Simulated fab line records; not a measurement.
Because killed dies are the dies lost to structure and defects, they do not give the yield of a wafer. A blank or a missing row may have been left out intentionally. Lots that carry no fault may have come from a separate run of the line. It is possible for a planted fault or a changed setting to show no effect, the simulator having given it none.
Comparing a struck lot with a sound one	flow sky130	26 out of 708 route steps
Sound: these wafers, L880.1, L880.4, L880.6. Wafers L895.1, L895.4, L895.6 were the ones struck. The cause comes at the end.
For every step that has rows: the tool of each side, followed by ch and its chambers, followed by its first start. Under that, the readings that differ: sound wafers	struck wafers	difference of the means	sigmas: that difference in standard deviations of wafers without a fault.
alike: a reading whose means differ by less than 2 such deviations, as well as words and numbers matching on both sides. not compared: withheld readings; readings where some wafer has no value; bounds like >300 that might hide an equal value; numbers whose values overlap and for which the record gives no deviation.
A row with sigmas, a row that says differs or no value, or rows on one side alone: a step with any of these is where the two part. Non-overlapping numbers with no deviation appear without sigmas and do not part them. Lack of a reading on every wafer of one side parts them only where that side has two or more wafers.

SKY_LDD_N_STRIP_16: strips in O2/N2.
  sound on plasma_asher-01 ch 0,1, day 18 16:28; struck on plasma_asher-02 ch 0,1, day 24 04:10
  alike: chamber_pressure_mTorr, drypump_motor_current_A, oes_product_au, strip_time_to_endpoint_s
  not compared: rf_hours_counter_h
SKY_LDD_N_TW_MEAS_17:
  struck on film_metro-03, day 24 04:16; sound on film_metro-01, day 18 16:34
  alike: LDD_N_TW
then, 7 steps without rows for these wafers: SKY_LDD_P_DEHYDRATE_00 (time 60 s); SKY_LDD_P_HMDS_01 (prime time 60 s); SKY_LDD_P_COAT_02 (resist thk 1140 nm); SKY_LDD_P_SOFTBAKE_03 (time 60 s); SKY_LDD_P_EXPOSE_04 (exposes mask PSDM, target cd 380 nm); SKY_LDD_P_PEB_05; SKY_LDD_P_DEVELOP_06 (develop time 60 s).
SKY_LDD_P_CD_MEAS_07: target cd 380 nm.
  struck on cd_sem-02, day 25 09:50; sound on cd_sem-02, day 19 23:58
  alike: cd_nm
SKY_LDD_P_OVL_MEAS_08:
  struck on overlay-02, day 25 09:58; sound on overlay-02, day 20 00:05
  alike: LDD_P_OVL
then, 1 step without rows for these wafers: SKY_LDD_P_IMPLANT_09.
SKY_LDD_P_STRIP_10: strips in O2/N2.
  sound on plasma_asher-02 ch 0,1, day 20 00:17; struck on plasma_asher-02 ch 0,1, day 25 10:09
  no value came back on the struck wafers for chamber_pressure_mTorr (mTorr), drypump_motor_current_A (A), oes_product_au (a.u.), strip_time_to_endpoint_s (s); on the sound wafers chamber_pressure_mTorr (mTorr) reads 1499.3 1498.1 1499.8
reading	sound	struck	difference	sigmas
model.NOVOLAK_of_LDD_P_COAT_02.thk_nm (nm)	0 0 0	1136 1143 1139	+1139	
  not compared: rf_hours_counter_h
SKY_LDD_P_TW_MEAS_11:
  struck on film_metro-02, day 25 10:15; sound on film_metro-03, day 20 00:23
  alike: LDD_P_TW
then, 7 steps without rows for these wafers: SKY_LDD_HVN_DEHYDRATE_00 (time 60 s); SKY_LDD_HVN_HMDS_01 (prime time 60 s); SKY_LDD_HVN_COAT_02 (resist thk 300 nm); SKY_LDD_HVN_SOFTBAKE_03 (time 60 s); SKY_LDD_HVN_EXPOSE_04 (exposes mask HVNTM, target cd 700 nm); SKY_LDD_HVN_PEB_05; SKY_LDD_HVN_DEVELOP_06 (develop time 60 s).
SKY_LDD_HVN_OVL_MEAS_07:
  struck on overlay-02, day 26 14:46; sound on overlay-01, day 21 06:45
  alike: LDD_HVN_OVL
then, 1 step without rows for these wafers: SKY_LDD_HVN_IMPLANT_08.
SKY_LDD_HVN_STRIP_09: strips in O2/N2.
  sound on plasma_asher-02 ch 0, day 21 06:56; struck on plasma_asher-03 ch 0,1, day 26 14:56
reading	sound	struck	difference	sigmas
oes_product_au (a.u.)	0.408 0.407 0.414	0.719 0.714 0.723	+0.309	+64
strip_time_to_endpoint_s (s)	4.133 4.120 4.118	21.646 21.800 21.731	+17.602	+99 or more
  alike: chamber_pressure_mTorr, drypump_motor_current_A
  not compared: rf_hours_counter_h
SKY_LDD_HVN_TW_MEAS_10:
  struck on film_metro-04, day 26 15:02; sound on film_metro-04, day 21 07:02
reading	sound	struck	difference	sigmas
LDD_HVN_TW	1431 1434 1434	30 30 30	-1403	-99 or more
then, 1 step without rows for these wafers: SKY_LDD_HVP_DEHYDRATE_00 (time 60 s).

== WHERE THEY PART ==
Earliest at SKY_LDD_P_STRIP_10; latest, in this record, at SKY_LDD_HVN_TW_MEAS_10.

WHY: what the simulator had put in
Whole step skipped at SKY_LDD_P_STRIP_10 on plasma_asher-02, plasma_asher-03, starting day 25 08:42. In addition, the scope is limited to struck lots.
